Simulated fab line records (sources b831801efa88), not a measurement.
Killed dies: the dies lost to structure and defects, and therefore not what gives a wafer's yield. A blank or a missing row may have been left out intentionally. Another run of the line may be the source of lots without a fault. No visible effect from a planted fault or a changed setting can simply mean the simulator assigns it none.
fab line records -- flow gf180mcu
record: lots: 12, wafers: 36, last-day: 34
route steps=602 shown MVPSD@86 CONTACT@314 V1@339
lots that met no fault: from a run of the same line without faults
start-h: hours from the record's first day to the start of the lot's first wafer shown -- wait-h: hours since the lot's step before -- " identical to the entry in the row above -- L1.1+2: several wafers, shown together as one row -- - value missing, or start not given -- * or withheld: withheld -- < > ~ a bound
route shown NAME@n: names a module that has steps shown in the file, with the first one's number in the route -- usual: average and standard deviation across the fault-free wafers -- same: alike in all rows -- chamber/n: place in a boat -- sites: per-site readings -- _std_site: the values' standard deviation -- _edge_site: mean of outer sites minus mean of inner sites -- radius-mm: for every site, how far away it sits from the centre of the wafer -- mask NAME#n: copy n -- behind: the tool/chamber that last shaped the wafer -- hold: why the lot was held/for how many hours/how that ended -- device: the transistor (n, p or np) that didn't switch -- end of line: tests of these same wafers at the route's end -- for a step that has no rows: nothing shown but its recipe -- killed: count of dies lost to structure and defects at first sort (not the wafer's yield) -- map: a wafer's dies, x killed, . not, _ none there
set.NAME: the setting the step ran with; set.NAME@STEP: the setting that earlier step ran with -- model.NAME: the simulator's own value behind a step, which no gauge read
a sample of lots followed through the steps of the route, with each step as a table and each wafer as a row
services: when a tool's chamber went out of use (start-h, in hours from the record's first day, below 0 if earlier), for how many hours, and the reason
== steps ==
step: GF_MVPSD_IMPLANT_08
recipe: species: B, energy-kev: 170, dose-cm2: 1.5e+13, tilt-deg: 0
usual: beam-energy-keV: 170.00/0.057, beam-on-s: 9.99/0.22, dose-ions-cm2: 1.5e+13/1.9e+10, faraday-current-uA: 84.6/1.8
lot.wafer,tool,chamber,start-h,wait-h,beam-energy-keV,beam-on-s,dose-ions-cm2,faraday-current-uA
L851.1,implanter-02,0,103.46,0.0,170.02,10.33,1.4955e+13,81.7
L851.5,implanter-02,0,103.46,0.0,169.97,9.98,1.5001e+13,84.8
L851.6,implanter-02,0,103.46,0.0,170.01,10.13,1.4974e+13,83.7
L853.2,implanter-04,0,112.54,0.0,169.93,9.67,1.5006e+13,87.1
L853.3,implanter-04,0,112.54,0.0,169.88,9.56,1.5025e+13,88.1
L853.4,implanter-04,0,112.54,0.0,169.98,10.23,1.5022e+13,82.8
L854.3,implanter-02,0,121.83,0.1,170.04,10.27,1.4999e+13,82.0
L854.4,implanter-02,0,121.83,0.1,170.05,10.44,1.5002e+13,81.0
L854.6,implanter-02,0,121.83,0.1,170.03,9.99,1.4986e+13,84.6
L855.2,implanter-02,0,125.25,0.0,170.08,10.14,1.5012e+13,83.2
L855.4,implanter-02,0,125.25,0.0,170.09,9.71,1.496e+13,86.7
L855.6,implanter-02,0,125.25,0.0,170.06,10.16,1.4994e+13,83.5
L857.2,implanter-02,0,137.25,0.0,170.05,10.15,1.4998e+13,83.2
L857.3,implanter-02,0,137.25,0.0,170.07,10.17,1.501e+13,82.8
L857.4,implanter-02,0,137.25,0.0,170.01,10.41,1.5002e+13,81.3
L862.4,implanter-02,0,167.85,0.1,170.04,9.83,1.806e+13,103.9
L862.5,implanter-02,0,167.85,0.1,169.91,10.05,1.8086e+13,102.1
L862.6,implanter-02,0,167.85,0.1,169.98,10.12,1.8119e+13,101.3
L863.1,implanter-02,0,174.82,0.0,170.08,10.00,1.8108e+13,101.8
L863.2,implanter-02,0,174.82,0.0,169.99,9.98,1.8119e+13,102.5
L863.4,implanter-02,0,174.82,0.0,170.06,10.07,1.8123e+13,101.4
L866.1,implanter-04,0,192.51,0.0,169.95,10.07,1.5007e+13,84.1
L866.4,implanter-04,0,192.51,0.0,170.00,9.74,1.4978e+13,87.0
L866.5,implanter-04,0,192.51,0.0,169.90,10.23,1.5011e+13,82.8
L867.1,implanter-03,0,202.63,0.0,170.01,10.27,1.496e+13,82.6
L867.2,implanter-03,0,202.63,0.0,170.00,9.85,1.4964e+13,86.3
L867.5,implanter-03,0,202.63,0.0,169.93,9.82,1.4974e+13,85.7
L869.2,implanter-03,0,208.40,0.0,169.91,9.93,1.5024e+13,84.9
L869.3,implanter-03,0,208.40,0.0,169.96,9.87,1.4998e+13,85.6
L869.6,implanter-03,0,208.40,0.0,169.95,10.23,1.5009e+13,82.8
L871.1,implanter-04,0,222.96,0.0,169.99,9.77,1.4994e+13,86.3
L871.4,implanter-04,0,222.96,0.0,169.98,10.05,1.5014e+13,84.5
L871.5,implanter-04,0,222.96,0.0,169.98,10.13,1.501e+13,83.4
L872.1,implanter-03,0,233.62,0.0,169.99,10.04,1.5003e+13,84.1
L872.2,implanter-03,0,233.62,0.0,169.99,10.30,1.5022e+13,82.3
L872.6,implanter-03,0,233.62,0.0,170.06,10.22,1.502e+13,83.1
step: GF_MVPSD_TW_MEAS_11
usual: MVPSD_TW: 559/7.8
lot.wafer,tool,chamber,start-h,wait-h,MVPSD_TW
L851.1,film-metro-02,-,103.86,0.1,548
L851.5,film-metro-02,-,103.86,0.1,549
L851.6,film-metro-02,-,103.86,0.1,550
L853.2,film-metro-01,-,112.92,0.1,557
L853.3,film-metro-01,-,112.92,0.1,558
L853.4,film-metro-01,-,112.92,0.1,558
L854.3,film-metro-03,-,122.20,0.1,566
L854.4,film-metro-03,-,122.20,0.1,569
L854.6,film-metro-03,-,122.20,0.1,564
L855.2,film-metro-03,-,125.64,0.1,568
L855.4,film-metro-03,-,125.64,0.1,566
L855.6,film-metro-03,-,125.64,0.1,565
L857.2,film-metro-02,-,137.64,0.1,551
L857.3,film-metro-02,-,137.64,0.1,552
L857.4,film-metro-02,-,137.64,0.1,547
L862.4,film-metro-02,-,168.20,0.1,580
L862.5,film-metro-02,-,168.20,0.1,580
L862.6,film-metro-02,-,168.20,0.1,578
L863.1,film-metro-03,-,175.22,0.1,587
L863.2,film-metro-03,-,175.22,0.1,591
L863.4,film-metro-03,-,175.22,0.1,589
L866.1,film-metro-03,-,192.91,0.1,567
L866.4,film-metro-03,-,192.91,0.1,568
L866.5,film-metro-03,-,192.91,0.1,568
L867.1,film-metro-03,-,203.03,0.1,570
L867.2,film-metro-03,-,203.03,0.1,571
L867.5,film-metro-03,-,203.03,0.1,572
L869.2,film-metro-01,-,208.78,0.1,556
L869.3,film-metro-01,-,208.78,0.1,557
L869.6,film-metro-01,-,208.78,0.1,556
L871.1,film-metro-02,-,223.36,0.1,548
L871.4,film-metro-02,-,223.36,0.1,549
L871.5,film-metro-02,-,223.36,0.1,551
L872.1,film-metro-02,-,234.02,0.1,552
L872.2,film-metro-02,-,234.02,0.1,549
L872.6,film-metro-02,-,234.02,0.1,548
step: GF_VT_IMPLANT_RS_MEAS_49
recipe: thk-meas-gauge: four-point-probe
usual: MVPSD_RS: 1167/3.1
lot.wafer,tool,chamber,start-h,wait-h,MVPSD_RS[ohm/sq]
L851.1,film-metro-03,-,165.39,0.1,1164
L851.5,film-metro-03,-,165.39,0.1,1167
L851.6,film-metro-03,-,165.39,0.1,1168
L853.2,film-metro-02,-,174.85,0.1,1165
L853.3,film-metro-02,-,174.85,0.1,1163
L853.4,film-metro-02,-,174.85,0.1,1164
L854.3,film-metro-01,-,186.12,0.1,1165
L854.4,film-metro-01,-,186.12,0.1,1167
L854.6,film-metro-01,-,186.12,0.1,1167
L855.2,film-metro-02,-,190.25,0.1,1168
L855.4,film-metro-02,-,190.25,0.1,1165
L855.6,film-metro-02,-,190.25,0.1,1169
L857.2,film-metro-01,-,203.21,0.1,1163
L857.3,film-metro-01,-,203.21,0.1,1162
L857.4,film-metro-01,-,203.21,0.1,1161
L862.4,film-metro-02,-,238.99,0.1,1065
L862.5,film-metro-02,-,238.99,0.1,1060
L862.6,film-metro-02,-,238.99,0.1,1063
L863.1,film-metro-01,-,246.04,0.1,1065
L863.2,film-metro-01,-,246.04,0.1,1063
L863.4,film-metro-01,-,246.04,0.1,1064
L866.1,film-metro-02,-,264.85,0.1,1170
L866.4,film-metro-02,-,264.85,0.1,1174
L866.5,film-metro-02,-,264.85,0.1,1173
L867.1,film-metro-01,-,276.73,0.1,1161
L867.2,film-metro-01,-,276.73,0.1,1165
L867.5,film-metro-01,-,276.73,0.1,1164
L869.2,film-metro-03,-,284.10,0.1,1170
L869.3,film-metro-03,-,284.10,0.1,1170
L869.6,film-metro-03,-,284.10,0.1,1169
L871.1,film-metro-02,-,299.19,0.1,1166
L871.4,film-metro-02,-,299.19,0.1,1168
L871.5,film-metro-02,-,299.19,0.1,1169
L872.1,film-metro-03,-,312.24,0.1,1166
L872.2,film-metro-03,-,312.24,0.1,1171
L872.6,film-metro-03,-,312.24,0.1,1168
step: GF_CONTACT_CMP_27
recipe: stop-on: SiO2, down-force-psi: 3.5, platen-rpm: 60, t-overpolish-s: 15, target-thk-nm: 0, pad-velocity-m-s: 0.94248
usual: motor-current-A: 11.0/1.6, overpolish-run-s: 15.000/0.0088, platen-rpm: 60.00/0.038, time-to-endpoint-s: 73/3.7
lot.wafer,tool,chamber,start-h,wait-h,motor-current-A,overpolish-run-s,platen-rpm,time-to-endpoint-s
L851.1,cmp-02,3,369.19,0.1,8.8,14.987,59.99,70
L851.5,cmp-02,3,369.19,0.1,8.4,15.002,59.99,72
L851.6,cmp-02,0,369.19,0.1,9.5,15.010,59.98,71
L853.2,cmp-01,3,386.98,0.0,13.0,14.992,59.99,77
L853.3,cmp-01,1,386.98,0.0,9.2,15.001,60.05,71
L853.4,cmp-01,2,386.98,0.0,12.3,14.990,60.00,71
L854.3,cmp-01,2,399.07,0.2,13.5,15.003,60.05,69
L854.4,cmp-01,3,399.07,0.2,13.2,15.021,59.93,75
L854.6,cmp-01,3,399.07,0.2,13.2,14.995,59.93,77
L855.4,cmp-01,0,409.14,0.1,9.8,14.992,59.93,68
L855.2,cmp-01,1,409.14,0.1,9.2,14.997,59.96,73
L855.6,cmp-01,0,409.14,0.1,10.0,15.000,59.95,71
L857.4,cmp-01,3,425.21,0.1,12.6,15.006,60.02,76
L857.3,cmp-01,0,425.21,0.1,9.8,15.003,60.02,74
L857.2,cmp-01,2,425.21,0.1,12.7,15.008,60.05,71
L862.4,cmp-02,3,472.13,0.0,8.8,14.996,60.04,73
L862.5,cmp-02,3,472.13,0.0,9.2,14.995,60.01,70
L862.6,cmp-02,0,472.13,0.0,9.5,14.997,60.11,77
L863.1,cmp-02,0,480.12,0.1,9.4,14.997,59.98,76
L863.2,cmp-02,1,480.12,0.1,10.6,14.999,60.05,77
L863.4,cmp-02,2,480.12,0.1,13.4,15.014,59.93,72
L866.1,cmp-01,1,502.98,0.1,9.5,14.995,59.99,75
L866.4,cmp-01,3,502.98,0.1,13.7,15.001,59.99,79
L866.5,cmp-01,0,502.98,0.1,9.8,14.989,60.00,76
L867.2,cmp-02,0,517.72,0.1,9.8,14.992,60.06,76
L867.1,cmp-02,1,517.72,0.1,10.7,14.994,60.01,71
L867.5,cmp-02,3,517.72,0.1,8.8,15.003,59.92,72
L869.3,cmp-02,3,527.20,0.0,8.8,15.008,60.02,70
L869.2,cmp-02,1,527.20,0.0,11.0,14.988,60.02,66
L869.6,cmp-02,3,527.20,0.0,9.0,15.013,60.01,75
L871.4,cmp-02,2,543.08,0.1,12.3,14.999,59.99,68
L871.1,cmp-02,3,543.08,0.1,9.0,15.019,60.00,71
L871.5,cmp-02,1,543.08,0.1,11.0,14.999,59.98,72
L872.2,cmp-01,0,559.98,0.0,9.9,14.989,60.01,76
L872.1,cmp-01,2,559.98,0.0,12.6,15.010,59.97,73
L872.6,cmp-01,1,559.98,0.0,9.9,15.006,59.98,77
step: GF_V1_CMP_04
recipe: material: SiO2, down-force-psi: 4, platen-rpm: 60, pad-velocity-m-s: 0.94248
usual: motor-current-A: 11.9/1.7, platen-rpm: 60.00/0.04, time-to-endpoint-s: 82/5.5
lot.wafer,tool,chamber,start-h,wait-h,motor-current-A,platen-rpm,time-to-endpoint-s
L851.1,cmp-02,0,393.43,0.1,10.7,59.93,81
L851.5,cmp-02,2,393.43,0.1,13.7,59.99,81
L851.6,cmp-02,3,393.43,0.1,9.4,60.04,74
L853.4,cmp-02,1,412.63,0.0,10.8,59.99,87
L853.3,cmp-02,3,412.63,0.0,9.5,59.98,84
L853.2,cmp-02,0,412.63,0.0,11.0,60.02,89
L854.3,cmp-02,0,424.95,0.0,11.3,60.01,85
L854.4,cmp-02,1,424.95,0.0,12.3,59.98,86
L854.6,cmp-02,0,424.95,0.0,10.9,59.93,86
L855.4,cmp-01,0,434.90,0.1,10.9,60.06,85
L855.2,cmp-01,2,434.90,0.1,13.4,60.01,74
L855.6,cmp-01,0,434.90,0.1,10.6,60.01,80
L857.2,cmp-02,3,451.00,0.1,10.1,60.04,79
L857.4,cmp-02,0,451.00,0.1,10.3,60.05,93
L857.3,cmp-02,1,451.00,0.1,12.1,59.97,82
L862.4,cmp-02,0,497.52,0.1,10.4,59.98,89
L862.6,cmp-02,3,497.52,0.1,9.5,59.98,79
L862.5,cmp-02,0,497.52,0.1,10.4,59.95,84
L863.4,cmp-02,2,505.29,0.1,12.9,60.00,77
L863.2,cmp-02,3,505.29,0.1,9.6,60.03,77
L863.1,cmp-02,1,505.29,0.1,11.8,59.96,73
L866.4,cmp-01,3,527.68,0.2,14.4,59.97,84
L866.1,cmp-01,1,527.68,0.2,10.5,59.99,80
L866.5,cmp-01,2,527.68,0.2,13.6,60.03,85
L867.1,cmp-01,0,541.88,0.1,10.7,60.01,81
L867.2,cmp-01,3,541.88,0.1,14.9,59.96,83
L867.5,cmp-01,1,541.88,0.1,10.6,59.93,83
L869.3,cmp-01,1,551.04,0.0,10.8,60.09,87
L869.2,cmp-01,2,551.04,0.0,13.2,60.03,87
L869.6,cmp-01,1,551.04,0.0,10.1,60.08,91
L871.1,cmp-02,1,566.73,0.1,12.0,60.05,76
L871.4,cmp-02,2,566.73,0.1,13.1,60.02,80
L871.5,cmp-02,2,566.73,0.1,13.3,60.05,81
L872.2,cmp-01,0,582.28,0.1,11.0,60.02,85
L872.1,cmp-01,2,582.28,0.1,13.7,59.97,77
L872.6,cmp-01,0,582.28,0.1,10.4,59.97,86
step: GF_V1_SPUTTER_21
recipe: material: Ti, target-thk-nm: 15, chamber-pressure-pa: 5, power-w: 2500, substrate-temp-c: 200, time-s: 80.02
usual: throttle-valve-pct: 30.2/0.64
lot.wafer,tool,chamber,start-h,wait-h,throttle-valve-pct
L851.1,pvd-sputter-03,-,418.06,0.0,30.3
L851.5,pvd-sputter-03,-,418.06,0.0,30.8
L851.6,pvd-sputter-03,-,418.06,0.0,29.1
L853.2,pvd-sputter-01,-,437.50,0.0,30.7
L853.3,pvd-sputter-01,-,437.50,0.0,29.4
L853.4,pvd-sputter-01,-,437.50,0.0,31.1
L854.3,pvd-sputter-04,-,450.25,0.0,30.6
L854.4,pvd-sputter-04,-,450.25,0.0,29.9
L854.6,pvd-sputter-04,-,450.25,0.0,29.8
L855.2,pvd-sputter-03,-,460.72,0.0,29.5
L855.4,pvd-sputter-03,-,460.72,0.0,30.0
L855.6,pvd-sputter-03,-,460.72,0.0,29.4
L857.2,pvd-sputter-03,-,476.34,0.0,30.9
L857.3,pvd-sputter-03,-,476.34,0.0,29.4
L857.4,pvd-sputter-03,-,476.34,0.0,30.3
L862.4,pvd-sputter-04,-,522.70,0.0,30.3
L862.5,pvd-sputter-04,-,522.70,0.0,30.4
L862.6,pvd-sputter-04,-,522.70,0.0,29.9
L863.1,pvd-sputter-03,-,530.29,0.0,30.3
L863.2,pvd-sputter-03,-,530.29,0.0,30.8
L863.4,pvd-sputter-03,-,530.29,0.0,29.4
L866.1,pvd-sputter-04,-,551.49,0.0,30.0
L866.4,pvd-sputter-04,-,551.49,0.0,29.9
L866.5,pvd-sputter-04,-,551.49,0.0,30.8
L867.1,pvd-sputter-04,-,565.09,0.0,30.2
L867.2,pvd-sputter-04,-,565.09,0.0,29.7
L867.5,pvd-sputter-04,-,565.09,0.0,29.5
L869.2,pvd-sputter-01,-,573.50,0.0,30.8
L869.3,pvd-sputter-01,-,573.50,0.0,31.1
L869.6,pvd-sputter-01,-,573.50,0.0,31.1
L871.1,pvd-sputter-03,-,589.31,0.0,29.6
L871.4,pvd-sputter-03,-,589.31,0.0,29.5
L871.5,pvd-sputter-03,-,589.31,0.0,30.3
L872.1,pvd-sputter-01,-,604.40,0.0,31.1
L872.2,pvd-sputter-01,-,604.40,0.0,31.2
L872.6,pvd-sputter-01,-,604.40,0.0,30.1
== services ==
tool,chamber,start-h,hours,kind
cmp-01,-,82.36,5.5,pm
implanter-02,-,96.16,2.1,pm
cmp-01,-,96.58,17.6,repair
cmp-02,-,127.63,1.1,repair
cmp-01,-,145.49,0.6,repair
cmp-01,-,171.89,10.0,repair
cmp-02,-,199.10,2.1,repair
implanter-02,-,223.98,6.3,repair
cmp-02,-,236.66,4.0,pm
implanter-02,-,242.97,4.9,repair
implanter-02,-,244.65,1.1,repair
cmp-02,-,245.46,5.1,pm
cmp-02,-,297.25,1.1,repair
cmp-02,-,302.18,2.4,repair
cmp-02,-,331.83,1.8,repair
cmp-01,-,365.15,2.2,repair
cmp-02,-,398.10,1.0,repair
cmp-01,-,401.28,3.4,pm
cmp-01,-,404.67,4.0,pm
cmp-02,-,425.55,4.1,pm
cmp-01,-,485.57,0.7,repair
cmp-02,-,558.85,7.6,repair
cmp-01,-,575.56,2.0,repair
cmp-02,-,576.88,4.0,pm
== key ==
first-sign: step: GF_MVPSD_IMPLANT_08, reading: dose-ions-cm2, direction: up, sigmas: 99+, usual: 1.5e+13, struck: 1.8102e+13
effect: step: GF_MVPSD_IMPLANT_08, reading: faraday-current-uA, direction: up, sigmas: 9.7, usual: 84.6, struck: 102.2
effect: step: GF_MVPSD_TW_MEAS_11, reading: MVPSD_TW, direction: up, sigmas: 3.3, usual: 559, struck: 584
effect: step: GF_VT_IMPLANT_RS_MEAS_49, reading: MVPSD_RS, direction: down, sigmas: 34, usual: 1167, struck: 1063
met-at GF_MVPSD_IMPLANT_08
struck-lots L862,L863
tester-left-out L862,L863
not-acting-at GF_CONTACT_CMP_27,GF_V1_CMP_04,GF_V1_SPUTTER_21
onset-between 137.25 167.85
fault: kind: process-parameter-drift, tool: implanter-02, chamber: -, onset-h: 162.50, steps: GF_MVPSD_IMPLANT_08, channel: dose-cm2, offset: 3.1041e+12, shape: step, end-h: 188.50, acts-in: these-recipes-only, stated: 1.5e+13
tester-left-out: of these lots the tester's yield and bins aren't shown, on N5 and GAA mostly nor the transistor test; their killed dies are dies lost to structure and defects alone, not to doping, threshold or leakage, so they don't give the yield
